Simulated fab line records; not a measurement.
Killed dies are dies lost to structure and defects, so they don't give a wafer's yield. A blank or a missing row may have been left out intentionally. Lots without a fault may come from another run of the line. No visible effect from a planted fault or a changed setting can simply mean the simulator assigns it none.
Which of the tools did it? | flow gf180mcu | 6 lots with 18 wafers sampled at 4 steps, on a route of 602 steps

## WHAT THE GAUGES SHOWED, per wafer
GF_VT_IMPLANT_OVL_MEAS_07.
lot  | measured     | on         | VT_IMPLANT_OVL (nm)
L749 | day 5 21:43  | overlay-02 | 1.4 -1.0 1.5
L751 | day 6 09:01  | overlay-02 | -0.1 -1.7 -0.1
L756 | day 7 15:13  | overlay-02 | 3.0 0.9 0.7
L761 | day 8 23:49  | overlay-02 | 0.5 0.9 1.9
L765 | day 9 23:19  | overlay-01 | -1.0 -1.2 -2.0
L770 | day 11 07:04 | overlay-01 | -2.0 0.8 -0.9

## WHICH TOOL RAN EACH LOT (tool, then ch and the chambers of the sampled wafers, then the start)
lot  | GF_STI_STRIP_15                    | GF_LVPWELL_STRIP_10                | GF_MVPSD_HMDS_01
L749 | plasmaAsher-04 ch 0,1, day 2 07:44 | plasmaAsher-01 ch 0,1, day 4 04:00 | lithoTrack-04 ch 0, day 4 23:25
L751 | plasmaAsher-01 ch 0, day 2 16:29   | plasmaAsher-03 ch 0,1, day 4 13:19 | lithoTrack-04 ch 0, day 5 10:36
L756 | plasmaAsher-01 ch 0,1, day 3 18:35 | plasmaAsher-01 ch 0, day 5 16:31   | lithoTrack-02 ch 0, day 6 15:28
L761 | plasmaAsher-03 ch 0,1, day 4 20:37 | plasmaAsher-01 ch 0,1, day 6 23:08 | lithoTrack-03 ch 0, day 7 22:28
L765 | plasmaAsher-04 ch 0,1, day 5 16:35 | plasmaAsher-03 ch 0,1, day 7 20:00 | lithoTrack-04 ch 0, day 8 21:20
L770 | plasmaAsher-04 ch 0,1, day 6 19:05 | plasmaAsher-02 ch 0,1, day 9 01:27 | lithoTrack-04 ch 0, day 10 02:56
- GF_STI_STRIP_15: strips in O2/N2.
- GF_LVPWELL_STRIP_10: strips in O2/N2.
- GF_MVPSD_HMDS_01: prime time 60 s.

## THE ANSWER, worked out from the rows above alone
Rule: what is usual is taken from the lots themselves. The widest of any qualifying gaps counts: lots, ordered by their means at a reading, are off when they make up no more than a third of the lots, leave a main group of 4 or more, and stand apart from it by 3 or more times the standard deviation of that group's means. If all means in a main group match to the digits the tables above print for the reading, that group is not used. Also off: a lot with no number at a reading for which 4 or more lots have one. The other lots that the step has rows for count as sound.
No lot is off at any reading shown: from this, nothing can be told.

## WHAT WAS PUT IN BY THE SIMULATOR
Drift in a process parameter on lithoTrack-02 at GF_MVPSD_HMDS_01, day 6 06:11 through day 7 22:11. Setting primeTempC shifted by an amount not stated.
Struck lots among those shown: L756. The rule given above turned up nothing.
